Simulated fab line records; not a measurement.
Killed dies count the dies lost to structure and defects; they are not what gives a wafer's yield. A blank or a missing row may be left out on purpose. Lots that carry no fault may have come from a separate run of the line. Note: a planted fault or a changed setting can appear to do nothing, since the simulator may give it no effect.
Split-lot experiment / flow sfq_line / 23 wafers read from 5 lots, route of 325 steps

## ABOUT THE SPLIT
At SFQ_TRILAYER_M5_LITHO_COAT_123 (resist thk 600 nm), the setting spin_rpm was moved away from the recipe's 3000 rpm on 8 of the 23 wafers read, by -4.9% to +3.1%. For the rest of the wafers, this setting stayed at what the recipe calls for.

## FROM THE SPLIT ON TO THE READING: in between, the file shows 1 step
- SFQ_TRILAYER_M5_BARC_OPEN_METAL_ETCH_161: etches BARC in O2, target depth 125 nm, time 41.7 s (also split here: bias_w)

## THE READING
KrF_of_TRILAYER_M5_LITHO_COAT_123.thk_nm (the simulator's own value, which no gauge read), in nm, at SFQ_TRILAYER_M5_ETCH_METAL_ETCH_126 (etches Nb in Cl2/BCl3, stops on SiO2, time 203.2 s, target depth 265 nm). The file gives no usual value for it. Average 369.2 nm, standard deviation 3.6 nm, over the 15 wafers here run with the recipe.

wafer=L078.1; tool, chamber at the split=litho_track-01, 0; spin_rpm as run, rpm=3000; against the recipe=recipe; KrF_of_TRILAYER_M5_LITHO_COAT_123.thk_nm, nm=367.4; against lot-mates on the recipe=-
wafer=L078.2; tool, chamber at the split=litho_track-01, 0; spin_rpm as run, rpm=3000; against the recipe=recipe; KrF_of_TRILAYER_M5_LITHO_COAT_123.thk_nm, nm=372.9; against lot-mates on the recipe=-
wafer=L078.3; tool, chamber at the split=litho_track-01, 0; spin_rpm as run, rpm=3000; against the recipe=recipe; KrF_of_TRILAYER_M5_LITHO_COAT_123.thk_nm, nm=371.4; against lot-mates on the recipe=-
wafer=L078.5; tool, chamber at the split=litho_track-01, 0; spin_rpm as run, rpm=3000; against the recipe=recipe; KrF_of_TRILAYER_M5_LITHO_COAT_123.thk_nm, nm=368.1; against lot-mates on the recipe=-
wafer=L078.6; tool, chamber at the split=litho_track-01, 0; spin_rpm as run, rpm=3000; against the recipe=recipe; KrF_of_TRILAYER_M5_LITHO_COAT_123.thk_nm, nm=374.1; against lot-mates on the recipe=-
wafer=L080.3; tool, chamber at the split=litho_track-03, 0; spin_rpm as run, rpm=3000; against the recipe=recipe; KrF_of_TRILAYER_M5_LITHO_COAT_123.thk_nm, nm=374.5; against lot-mates on the recipe=-
wafer=L080.4; tool, chamber at the split=litho_track-03, 0; spin_rpm as run, rpm=3000; against the recipe=recipe; KrF_of_TRILAYER_M5_LITHO_COAT_123.thk_nm, nm=369.3; against lot-mates on the recipe=-
wafer=L080.5; tool, chamber at the split=litho_track-03, 0; spin_rpm as run, rpm=3000; against the recipe=recipe; KrF_of_TRILAYER_M5_LITHO_COAT_123.thk_nm, nm=374.7; against lot-mates on the recipe=-
wafer=L082.1; tool, chamber at the split=litho_track-03, 0; spin_rpm as run, rpm=3000; against the recipe=recipe; KrF_of_TRILAYER_M5_LITHO_COAT_123.thk_nm, nm=367.1; against lot-mates on the recipe=-
wafer=L082.2; tool, chamber at the split=litho_track-03, 0; spin_rpm as run, rpm=3000; against the recipe=recipe; KrF_of_TRILAYER_M5_LITHO_COAT_123.thk_nm, nm=367.9; against lot-mates on the recipe=-
wafer=L082.6; tool, chamber at the split=litho_track-03, 0; spin_rpm as run, rpm=3000; against the recipe=recipe; KrF_of_TRILAYER_M5_LITHO_COAT_123.thk_nm, nm=367.9; against lot-mates on the recipe=-
wafer=L082.3; tool, chamber at the split=litho_track-03, 0; spin_rpm as run, rpm=3093; against the recipe=+3.1%; KrF_of_TRILAYER_M5_LITHO_COAT_123.thk_nm, nm=356.5; against lot-mates on the recipe=-11.1
wafer=L082.5; tool, chamber at the split=litho_track-03, 0; spin_rpm as run, rpm=3093; against the recipe=+3.1%; KrF_of_TRILAYER_M5_LITHO_COAT_123.thk_nm, nm=359; against lot-mates on the recipe=-8.6
wafer=L083.1; tool, chamber at the split=litho_track-02, 0; spin_rpm as run, rpm=3000; against the recipe=recipe; KrF_of_TRILAYER_M5_LITHO_COAT_123.thk_nm, nm=364.1; against lot-mates on the recipe=-
wafer=L083.3; tool, chamber at the split=litho_track-02, 0; spin_rpm as run, rpm=2854; against the recipe=-4.9%; KrF_of_TRILAYER_M5_LITHO_COAT_123.thk_nm, nm=382.3; against lot-mates on the recipe=+19.0
wafer=L083.4; tool, chamber at the split=litho_track-02, 0; spin_rpm as run, rpm=2854; against the recipe=-4.9%; KrF_of_TRILAYER_M5_LITHO_COAT_123.thk_nm, nm=380.1; against lot-mates on the recipe=+16.8
wafer=L083.5; tool, chamber at the split=litho_track-02, 0; spin_rpm as run, rpm=2854; against the recipe=-4.9%; KrF_of_TRILAYER_M5_LITHO_COAT_123.thk_nm, nm=378.5; against lot-mates on the recipe=+15.2
wafer=L083.6; tool, chamber at the split=litho_track-02, 0; spin_rpm as run, rpm=3000; against the recipe=recipe; KrF_of_TRILAYER_M5_LITHO_COAT_123.thk_nm, nm=362.5; against lot-mates on the recipe=-
wafer=L084.1; tool, chamber at the split=litho_track-03, 0; spin_rpm as run, rpm=2920; against the recipe=-2.7%; KrF_of_TRILAYER_M5_LITHO_COAT_123.thk_nm, nm=375.8; against lot-mates on the recipe=+7.9
wafer=L084.2; tool, chamber at the split=litho_track-03, 0; spin_rpm as run, rpm=3000; against the recipe=recipe; KrF_of_TRILAYER_M5_LITHO_COAT_123.thk_nm, nm=366.6; against lot-mates on the recipe=-
wafer=L084.3; tool, chamber at the split=litho_track-03, 0; spin_rpm as run, rpm=3000; against the recipe=recipe; KrF_of_TRILAYER_M5_LITHO_COAT_123.thk_nm, nm=369.1; against lot-mates on the recipe=-
wafer=L084.4; tool, chamber at the split=litho_track-03, 0; spin_rpm as run, rpm=2920; against the recipe=-2.7%; KrF_of_TRILAYER_M5_LITHO_COAT_123.thk_nm, nm=372.7; against lot-mates on the recipe=+4.8
wafer=L084.6; tool, chamber at the split=litho_track-03, 0; spin_rpm as run, rpm=2920; against the recipe=-2.7%; KrF_of_TRILAYER_M5_LITHO_COAT_123.thk_nm, nm=377; against lot-mates on the recipe=+9.1

THE FIT
A straight line over all 23 wafers: KrF_of_TRILAYER_M5_LITHO_COAT_123.thk_nm changes by -2.61 nm for each +1% of spin_rpm; r = -0.86; the points scatter about the line by 3.3 nm.
The same after taking each lot's own level away (the mean of its wafers on the recipe; 23 wafers): -3.3 nm for each +1%; r = -0.96; scatter 2 nm.
On that fit, the largest move of spin_rpm shifts the reading by 16 nm.
Measured against the standard deviation above, the lots' own levels, which go from 363.30 to 372.83 nm, span 2.7 times it.
Hence the slope depends on the lot-to-lot level, as the two fits are not the same.
Check: +15.2 nm against its lot-mates is what the line predicts for one of the wafers moved furthest among these (-4.9%) when that wafer is left out of the fit. Against them it came out at +19 nm.

## THESE WAFERS: OTHER SPLITS
These wafers also went through other splits before the reading. Each is held against what the fit with the lots' levels taken away leaves over:
other split on the same wafers=SFQ_TRILAYER_I4_DEP_PECVD_099 time_s; wafers away from the commonest value=5; r with KrF_of_TRILAYER_M5_LITHO_COAT_123.thk_nm (lot level and that fit taken away)=-0.09
other split on the same wafers=SFQ_TRILAYER_JJ_TRILAYER_DEP_SPUTTER_112 power_w; wafers away from the commonest value=8; r with KrF_of_TRILAYER_M5_LITHO_COAT_123.thk_nm (lot level and that fit taken away)=+0.08
other split on the same wafers=SFQ_TRILAYER_JJ_CE_LITHO_PEB_117 peb_time_s; wafers away from the commonest value=7; r with KrF_of_TRILAYER_M5_LITHO_COAT_123.thk_nm (lot level and that fit taken away)=+0.05
other split on the same wafers=SFQ_TRILAYER_JJ_CE_BARC_OPEN_RIE_150 bias_w; wafers away from the commonest value=10; r with KrF_of_TRILAYER_M5_LITHO_COAT_123.thk_nm (lot level and that fit taken away)=+0.14
other split on the same wafers=SFQ_TRILAYER_M5_BARC_OPEN_METAL_ETCH_161 bias_w; wafers away from the commonest value=8; r with KrF_of_TRILAYER_M5_LITHO_COAT_123.thk_nm (lot level and that fit taken away)=-0.42

## THE WHOLE CHAIN: every reading that the file lists as answering this split, in the file's order
step=SFQ_TRILAYER_M5_LITHO_COAT_123; what it does=resist thk 600 nm; reading=KrF_of_TRILAYER_M5_LITHO_COAT_123.thk_nm (the simulator's own value, which no gauge read); change (the file's fit)=-3.15 nm for each +1% of the setting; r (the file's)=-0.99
step=SFQ_TRILAYER_M5_ETCH_METAL_ETCH_126; what it does=etches Nb in Cl2/BCl3, stops on SiO2, time 203.2 s, target depth 265 nm; reading=KrF_of_TRILAYER_M5_LITHO_COAT_123.thk_nm (the simulator's own value, which no gauge read); change (the file's fit)=-3.29 nm for each +1% of the setting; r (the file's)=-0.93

## THE FILE'S OWN FIT
KrF_of_TRILAYER_M5_LITHO_COAT_123.thk_nm changes by -3.29 nm for each +1% of spin_rpm, r = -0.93.
